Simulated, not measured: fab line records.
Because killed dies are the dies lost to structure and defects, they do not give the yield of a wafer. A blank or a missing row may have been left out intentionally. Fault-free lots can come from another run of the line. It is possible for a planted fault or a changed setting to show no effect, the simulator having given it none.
fab line records | flow sky130
record lots=5 | wafers=15 | lastDay=50
route steps=708 shown CAP2M@607 METAL4@621
lots untouched by any fault: they come from a run of this same line in which no faults occurred
startH: start of the lot's first displayed wafer, in hours after the record's first day | waitH: hours from the lot's prior step to this one | " as in the row above | L1.1+2: one row covering several wafers at once | - no value, or no start given | * or withheld: withheld | < > ~ a bound
route shown NAME@n: NAME is a module with steps in the file, n the number in the route of the first one | usual: mean and standard deviation over wafers with no fault | same: alike in all rows | chamber/n: place in a boat | sites: readings site by site | _std_site: standard deviation across them | _edge_site: inner sites' mean taken away from outer sites' mean | radiusMm: how far each site lies from the wafer's centre | mask NAME#n: copy n | behind: the last tool/chamber to shape the wafer | hold: what put the lot on hold/how long, in hours/how the hold closed | device: the n, p or np transistor that did not switch | end of line: at the end of the route, the tests of the same wafers | a step with no rows: only its recipe | killed: not the wafer's yield, but the dies lost to structure and defects at the first sort | map: dies across one wafer; x = killed, . = not, _ = none there
set.NAME: setting as actually run; set.NAME@STEP: the setting as run at that earlier step | model.NAME: the simulator's own value behind a step, which no gauge read
lots at selected steps of the route; one table per step, one row per wafer
services: from which hour (startH, from the record's first day; less than 0 if before it) a tool's chamber was out of use, for how many hours, and why
## steps
# step SKY_CAP2M_THK_MEAS_04
# recipe thkMeasGauge=xrf | reads=TiN_of_CAP2M_SPUTTER_02
# usual CAP2M_TIN_THK=196.7/2.9
lot.wafer | tool         | chamber | startH  | waitH | CAP2M_TIN_THK[nm]
L077.2    | filmMetro-04 | -       | 953.90  | 0.1   | 193.8
L077.3    | "            | -       | "       | "     | 197.8
L077.6    | "            | -       | "       | "     | 194.3
L079.1    | filmMetro-03 | -       | 963.27  | 0.1   | 195.3
L079.3    | "            | -       | "       | "     | 200.9
L079.5    | "            | -       | "       | "     | 198.3
L084.2    | filmMetro-04 | -       | 1001.12 | 0.1   | 193.0
L084.4    | "            | -       | "       | "     | 196.4
L084.5    | "            | -       | "       | "     | 196.7
L089.1    | filmMetro-03 | -       | 1044.76 | 0.1   | 200.2
L089.3    | "            | -       | "       | "     | 201.7
L089.5    | "            | -       | "       | "     | 201.2
L096.4    | filmMetro-04 | -       | 1072.74 | 0.1   | 198.6
L096.5    | "            | -       | "       | "     | 202.1
L096.6    | "            | -       | "       | "     | 197.5
# step SKY_CAP2M_DEHYDRATE_05
# recipe tempC=200 | timeS=60
lot.wafer  | tool          | chamber | startH  | waitH
L077.2+3+6 | lithoTrack-01 | 0       | 965.34  | 11.4
L079.1+3+5 | lithoTrack-04 | 0       | 974.28  | 11.0
L084.2+4+5 | lithoTrack-01 | 0       | 1011.79 | 10.7
L089.1+3+5 | lithoTrack-01 | 0       | 1054.56 | 9.8
L096.4+5+6 | lithoTrack-01 | 0       | 1082.39 | 9.6
# step SKY_CAP2M_HMDS_06
# recipe primeTimeS=60 | primeTempC=120
lot.wafer  | tool          | chamber | startH  | waitH
L077.2+3+6 | lithoTrack-01 | 0       | 965.49  | 0.1
L079.1+3+5 | lithoTrack-04 | 0       | 974.43  | 0.1
L084.2+4+5 | lithoTrack-01 | 0       | 1011.94 | 0.1
L089.1+3+5 | lithoTrack-01 | 0       | 1054.71 | 0.1
L096.4+5+6 | lithoTrack-01 | 0       | 1082.54 | 0.1
# step SKY_CAP2M_COAT_07
# recipe resist=NOVOLAK | spinRpm=3000 | resistThkNm=1140
# same dispensePressureKPa=43
lot.wafer  | tool          | chamber | startH  | waitH
L077.2+3+6 | lithoTrack-01 | 0       | 965.64  | 0.1
L079.1+3+5 | lithoTrack-04 | 0       | 974.58  | 0.1
L084.2+4+5 | lithoTrack-01 | 0       | 1012.09 | 0.1
L089.1+3+5 | lithoTrack-01 | 0       | 1054.86 | 0.1
L096.4+5+6 | lithoTrack-01 | 0       | 1082.69 | 0.1
# step SKY_CAP2M_SOFTBAKE_08
# recipe tempC=90 | timeS=60 | resist=NOVOLAK
lot.wafer  | tool          | chamber | startH  | waitH
L077.2+3+6 | lithoTrack-01 | 0       | 965.79  | 0.1
L079.1+3+5 | lithoTrack-04 | 0       | 974.73  | 0.1
L084.2+4+5 | lithoTrack-01 | 0       | 1012.24 | 0.1
L089.1+3+5 | lithoTrack-01 | 0       | 1055.01 | 0.1
L096.4+5+6 | lithoTrack-01 | 0       | 1082.84 | 0.1
# step SKY_CAP2M_EXPOSE_09
# recipe maskId=CAP2M | na=0.6 | sourceShape=conventional | sigmaOuter=0.6 | polarization=unpolarized | targetCdNm=1000 | doseMj=159
# usual focusOffsetNm=-0.1/0.59 | stageVelMmS=500.05/0.25
# same sigmaOuter=0.6
lot.wafer | tool            | chamber | startH | waitH | mask    | focusOffsetNm | stageVelMmS
L077.2    | ilineStepper-01 | 0       | -      | -     | CAP2M#0 | -0.8          | 499.98
L077.3    | "               | 0       | "      | "     | CAP2M#0 | -0.7          | 499.58
L077.6    | "               | 0       | "      | "     | CAP2M#0 | -1.2          | 499.74
L079.1    | ilineStepper-01 | 0       | -      | -     | CAP2M#0 | 0.1           | 500.17
L079.3    | "               | 0       | "      | "     | CAP2M#0 | 0.4           | 499.94
L079.5    | "               | 0       | "      | "     | CAP2M#0 | 0.4           | 499.87
L084.2    | ilineStepper-02 | 0       | -      | -     | CAP2M#0 | -1.2          | 499.86
L084.4    | "               | 0       | "      | "     | CAP2M#0 | -0.3          | 499.69
L084.5    | "               | 0       | "      | "     | CAP2M#0 | -0.1          | 499.92
L089.1    | ilineStepper-01 | 0       | -      | -     | CAP2M#0 | -0.4          | 500.15
L089.3    | "               | 0       | "      | "     | CAP2M#0 | -0.1          | 499.77
L089.5    | "               | 0       | "      | "     | CAP2M#0 | -0.6          | 499.85
L096.4    | ilineStepper-02 | 0       | -      | -     | CAP2M#0 | 0.5           | 500.14
L096.5    | "               | 0       | "      | "     | CAP2M#0 | 0.8           | 499.78
L096.6    | "               | 0       | "      | "     | CAP2M#0 | 0.3           | 500.25
# step SKY_CAP2M_PEB_10
# recipe tempC=withheld | timeS=* | resist=NOVOLAK
lot.wafer  | tool          | chamber | startH | waitH
L077.2+3+6 | lithoTrack-02 | 0       | -      | -
L079.1+3+5 | lithoTrack-02 | 0       | -      | -
L084.2+4+5 | lithoTrack-04 | 0       | -      | -
L089.1+3+5 | lithoTrack-02 | 0       | -      | -
L096.4+5+6 | lithoTrack-01 | 0       | -      | -
# step SKY_CAP2M_DEVELOP_11
# recipe resist=NOVOLAK | developer=TMAH | developTimeS=60 | devTempC=23
lot.wafer  | tool          | chamber | startH  | waitH
L077.2+3+6 | lithoTrack-02 | 0       | 977.04  | 0.1
L079.1+3+5 | lithoTrack-02 | 0       | 986.57  | 0.1
L084.2+4+5 | lithoTrack-04 | 0       | 1023.31 | 0.1
L089.1+3+5 | lithoTrack-02 | 0       | 1066.87 | 0.1
L096.4+5+6 | lithoTrack-01 | 0       | 1092.74 | 0.1
# step SKY_CAP2M_OVL_MEAS_12
# usual CAP2M_OVL=0.9/1.3
lot.wafer | tool       | chamber | startH  | waitH | CAP2M_OVL[nm]
L077.2    | overlay-02 | -       | 977.17  | 0.1   | 0.8
L077.3    | "          | -       | "       | "     | 1.7
L077.6    | "          | -       | "       | "     | -1.1
L079.1    | overlay-01 | -       | 986.72  | 0.1   | 2.4
L079.3    | "          | -       | "       | "     | -0.7
L079.5    | "          | -       | "       | "     | 1.2
L084.2    | overlay-02 | -       | 1023.44 | 0.1   | 0.8
L084.4    | "          | -       | "       | "     | 0.9
L084.5    | "          | -       | "       | "     | 0.9
L089.1    | overlay-01 | -       | 1067.02 | 0.1   | 1.8
L089.3    | "          | -       | "       | "     | 2.7
L089.5    | "          | -       | "       | "     | 1.8
L096.4    | overlay-01 | -       | 1092.83 | 0.1   | 1.5
L096.5    | "          | -       | "       | "     | 0.6
L096.6    | "          | -       | "       | "     | 0.8
# step SKY_CAP2M_METAL_ETCH_13
# recipe targetDepthNm=220 | stopOn=SiO2 | chemistry=Cl2/BCl3 | target=TiN | pressureMtorr=10 | icpW=900 | biasW=48.5 | Cl2_flow_sccm=60 | bcl3FlowSccm=30 | timeS=62.9
# usual drypumpMotorCurrentA=5.7/0.35 | oesProductAu=0.939/0.0095 | throttleValvePct=21.902/0.0096
lot.wafer | tool        | chamber | startH  | waitH | drypumpMotorCurrentA | oesProductAu | rfHoursCounterH | throttleValvePct
L077.2    | rieMetal-02 | 0       | 977.20  | 0.0   | 5.3                  | 0.939        | 7               | 21.895
L077.3    | "           | 1       | "       | "     | 6.2                  | 0.949        | -               | 21.892
L077.6    | "           | 1       | "       | "     | 6.2                  | 0.949        | -               | 21.909
L079.1    | rieMetal-02 | 0       | 986.75  | 0.0   | 5.2                  | 0.930        | 8               | 21.909
L079.3    | "           | 0       | "       | "     | 5.3                  | 0.948        | -               | 21.889
L079.5    | "           | 0       | "       | "     | 5.3                  | 0.938        | -               | 21.893
L084.2    | rieMetal-03 | 1       | 1023.47 | 0.0   | 5.8                  | 0.924        | 6               | 21.901
L084.4    | "           | 1       | "       | "     | 5.8                  | 0.951        | -               | 21.917
L084.5    | "           | 0       | "       | "     | 5.7                  | 0.938        | -               | 21.906
L089.1    | rieMetal-04 | 0       | 1067.05 | 0.0   | 5.5                  | 0.954        | 6               | 21.887
L089.3    | "           | 0       | "       | "     | 5.6                  | 0.948        | -               | 21.903
L089.5    | "           | 1       | "       | "     | 6.0                  | 0.940        | -               | 21.891
L096.4    | rieMetal-04 | 1       | 1092.88 | 0.0   | 6.0                  | 0.952        | -               | 21.912
L096.5    | "           | 0       | "       | "     | 5.5                  | 0.951        | -               | 21.883
L096.6    | "           | 1       | "       | "     | 6.1                  | 0.942        | -               | 21.897
# step SKY_CAP2M_STRIP_14
# recipe chemistry=O2/N2 | powerW=1400 | pressureMtorr=1500 | platenTempC=withheld | o2FlowSccm=3000 | n2FlowSccm=300 | overashFraction=0.5
# usual drypumpMotorCurrentA=5.9/0.54 | oesProductAu=0.710/0.0048 | stripTimeToEndpointS=12.66/0.054
lot.wafer | tool           | chamber | startH  | waitH | drypumpMotorCurrentA | oesProductAu | rfHoursCounterH | stripTimeToEndpointS
L077.2    | plasmaAsher-03 | 0       | 977.28  | 0.1   | 5.8                  | 0.703        | 24              | 12.67
L077.3    | "              | 1       | "       | "     | 5.5                  | 0.718        | -               | 12.59
L077.6    | "              | 0       | "       | "     | 5.8                  | 0.705        | -               | 12.62
L079.1    | plasmaAsher-01 | 0       | 986.91  | 0.1   | 5.4                  | 0.710        | 88              | 12.65
L079.3    | "              | 0       | "       | "     | 5.4                  | 0.703        | -               | 12.67
L079.5    | "              | 0       | "       | "     | 5.3                  | 0.706        | -               | 12.65
L084.2    | plasmaAsher-02 | 0       | 1023.54 | 0.1   | 6.8                  | 0.722        | 61              | 12.59
L084.4    | "              | 0       | "       | "     | 6.8                  | 0.708        | -               | 12.58
L084.5    | "              | 0       | "       | "     | 6.8                  | 0.713        | -               | 12.62
L089.1    | plasmaAsher-01 | 0       | 1067.13 | 0.1   | 5.4                  | 0.714        | 95              | 12.66
L089.3    | "              | 1       | "       | "     | 6.4                  | 0.712        | -               | 12.69
L089.5    | "              | 1       | "       | "     | 6.4                  | 0.708        | -               | 12.63
L096.4    | plasmaAsher-02 | 0       | 1092.96 | 0.1   | 6.8                  | 0.704        | -               | 12.63
L096.5    | "              | 0       | "       | "     | 6.8                  | 0.711        | -               | 12.67
L096.6    | "              | 1       | "       | "     | 5.5                  | 0.711        | -               | 12.60
# step SKY_CAP2M_STRIP_15
# recipe chemistry=postEtchResidueRemover | timeS=1200 | tempC=72.5
lot.wafer  | tool        | chamber | startH  | waitH
L077.2+3+6 | wetBench-04 | 0       | 977.38  | 0.1
L079.1+3+5 | wetBench-04 | 2       | 987.01  | 0.1
L084.2+4+5 | wetBench-01 | 0       | 1023.64 | 0.1
L089.1+3+5 | wetBench-04 | 3       | 1067.23 | 0.1
L096.4+5+6 | wetBench-03 | 1       | 1093.07 | 0.1
# step SKY_CAP2M_CLEAN_16
# recipe chemistry=IPA | timeS=180 | tempC=25
lot.wafer  | tool        | chamber | startH  | waitH
L077.2+3+6 | wetBench-03 | 3       | 977.72  | 0.0
L079.1+3+5 | wetBench-01 | 2       | 987.38  | 0.0
L084.2+4+5 | wetBench-03 | 2       | 1024.02 | 0.0
L089.1+3+5 | wetBench-03 | 2       | 1067.64 | 0.0
L096.4+5+6 | wetBench-01 | 3       | 1093.44 | 0.0
# step SKY_CAP2M_CLEAN_17
# recipe chemistry=O3/DIW | dry=n2Spin
lot.wafer  | tool        | chamber | startH  | waitH
L077.2+3+6 | wetBench-01 | 0       | 977.78  | 0.0
L079.1+3+5 | wetBench-03 | 3       | 987.44  | 0.0
L084.2+4+5 | wetBench-01 | 1       | 1024.08 | 0.0
L089.1+3+5 | wetBench-01 | 3       | 1067.70 | 0.0
L096.4+5+6 | wetBench-03 | 0       | 1093.50 | 0.0
# step SKY_METAL4_DEHYDRATE_05
# recipe tempC=200 | timeS=60
lot.wafer  | tool          | chamber | startH  | waitH
L077.2+3+6 | lithoTrack-02 | 0       | 989.79  | 11.8
L079.1+3+5 | lithoTrack-04 | 0       | 998.58  | 11.0
L084.2+4+5 | lithoTrack-02 | 0       | 1034.84 | 10.7
L089.1+3+5 | lithoTrack-04 | 0       | 1076.58 | 8.8
L096.4+5+6 | lithoTrack-03 | 0       | 1102.56 | 9.0
## services
tool            | chamber | startH  | hours | kind
plasmaAsher-02  | -       | 949.92  | 2.8   | pm
plasmaAsher-01  | -       | 951.16  | 2.2   | repair
ilineStepper-01 | -       | 960.81  | 2.4   | repair
ilineStepper-01 | -       | 978.91  | 2.2   | repair
rieMetal-02     | 1       | 979.14  | -     | clean
rieMetal-02     | 1       | 979.14  | 21.2  | scheduledDown
rieMetal-02     | 1       | 979.14  | 21.2  | ventCycle
plasmaAsher-03  | -       | 981.30  | 34.6  | repair
rieMetal-02     | -       | 988.15  | 0.1   | repair
lithoTrack-03   | -       | 1003.82 | -     | consumableReplace:filter
plasmaAsher-01  | -       | 1016.83 | 14.6  | pm
rieMetal-02     | -       | 1020.31 | 0.2   | repair
ilineStepper-02 | -       | 1034.12 | 1.7   | pm
wetBench-03     | -       | 1044.14 | 1.1   | repair
rieMetal-03     | 0       | 1061.91 | 19.3  | repair
wetBench-03     | -       | 1062.92 | 1.6   | repair
rieMetal-02     | 1       | 1065.30 | 4.9   | repair
ilineStepper-02 | 0       | 1068.12 | -     | calibration
ilineStepper-01 | -       | 1081.87 | 1.7   | pm
plasmaAsher-01  | -       | 1081.95 | 4.3   | repair
rieMetal-03     | 0       | 1097.09 | -     | clean
rieMetal-03     | 0       | 1097.09 | 22.2  | scheduledDown
rieMetal-03     | 0       | 1097.09 | 22.2  | ventCycle
## key
fault none
